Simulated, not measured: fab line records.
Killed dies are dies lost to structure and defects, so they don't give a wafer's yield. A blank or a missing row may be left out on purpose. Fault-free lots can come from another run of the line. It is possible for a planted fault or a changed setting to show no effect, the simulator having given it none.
One fault seen from 2 desks    flow gf180mcu    each desk holds nothing but its own numbers, with what lay behind them at the end

FOR THE TOOL OWNER'S DESK: implanter-01
The tool's own readings at GF_PSD_IMPLANT_09: means of the sampled wafers that have a number, for each lot that ran on this tool. If a lot's mean is further than 4 standard deviations from the usual mean, the lot is out of limits and carries the mark OUT (the distance appears in the brackets).
Columns: A = beam_energy_keV at GF_PSD_IMPLANT_09, usual 40.001; B = dose_ions_cm2 at GF_PSD_IMPLANT_09, usual 1.5001e+15; C = end_station_pressure_torr at GF_PSD_IMPLANT_09, usual 1.17e-05 Torr; D = faraday_current_uA at GF_PSD_IMPLANT_09, usual 8260
lot   first seen here  A       B                             C                    D
L764  day 14 02:12     39.989  1.5001e+15                    1.21e-05             8282
L767  day 15 01:51     40.013  1.5002e+15                    1.19e-05             8138
L774  day 17 17:28     39.994  3.1000e+14 (-99 or more) OUT  5.97e-06 (-10) OUT   1737 (-43) OUT
L775  day 17 23:31     40.000  3.1097e+14 (-99 or more) OUT  6.33e-06 (-9.4) OUT  1726 (-44) OUT
L777  day 19 03:15     39.992  3.1127e+14 (-99 or more) OUT  6.37e-06 (-9.4) OUT  1732 (-44) OUT
L783  day 21 10:38     40.007  1.4993e+15                    1.13e-05             8385
L784  day 21 14:01     40.009  1.5011e+15                    1.12e-05             8299
L787  day 22 09:41     39.995  1.4991e+15                    1.18e-05             8312
Finding of this desk: L774, L775, L777 out of limits; the first was L774 at day 17 17:28, on dose_ions_cm2 at GF_PSD_IMPLANT_09. L764, L767, L783, L784, L787: within limits.

METROLOGY DESK
What the gauges read, lot by lot, whatever tool the lot ran on: means of the sampled wafers that have a number. If a lot's mean is further than 4 standard deviations from the usual mean, the lot is out of limits and carries the mark OUT (the distance appears in the brackets).
Columns: A = HV_LDD_03_OVL at GF_HV_LDD_OVL_MEAS_47, usual -0.4 nm; B = NSD_OVL at GF_NSD_OVL_MEAS_08, usual 0.5 nm; C = PSD_TW at GF_PSD_TW_MEAS_11, usual 3205
lot   first seen here  A     B     C
L764  day 12 07:34     -0.9  0.8   3212
L765  day 12 15:54     -0.8  0.9   3226
L766  day 13 02:25     -0.2  -1.2  3170
L767  day 13 06:37     0.8   -1.1  3196
L771  day 14 14:13     -0.7  0.9   3212
L774  day 15 16:31     0.7   -1.5  2130 (-47) OUT
L775  day 15 22:44     -0.0  2.3   2135 (-47) OUT
L777  day 16 22:46     -0.2  0.1   2111 (-48) OUT
L783  day 19 06:32     0.3   -0.2  3245
L784  day 19 08:44     -0.3  0.6   3212
L786  day 19 16:47     0.7   0.1   3172
L787  day 20 05:32     0.0   0.3   3177
This desk's result: L774, L775, L777 out of limits, first on L774 (PSD_TW at GF_PSD_TW_MEAS_11), day 17 17:43. L764, L765, L766, L767, L771, L783, L784, L786, L787: within limits.

TAKEN TOGETHER
The tool owner's desk had the chance to raise an alarm at day 17 17:28 on L774, L775, L777.
At day 17 17:43 the metrology desk could have sounded an alarm, on L774, L775, L777.
Of the lots named, all ran GF_PSD_IMPLANT_09 on implanter-01.

WHAT THE SIMULATOR HAD INSERTED
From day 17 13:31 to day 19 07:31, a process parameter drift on implanter-01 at GF_PSD_IMPLANT_09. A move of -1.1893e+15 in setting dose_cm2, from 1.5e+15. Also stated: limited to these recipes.
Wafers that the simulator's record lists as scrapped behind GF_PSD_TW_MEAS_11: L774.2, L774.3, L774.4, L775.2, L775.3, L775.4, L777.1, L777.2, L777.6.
Shown lots that were struck: L774, L775, L777.
Hours from the fault's start to each desk's first reading out of limits: the tool owner's desk, 4; the metrology desk, 4.
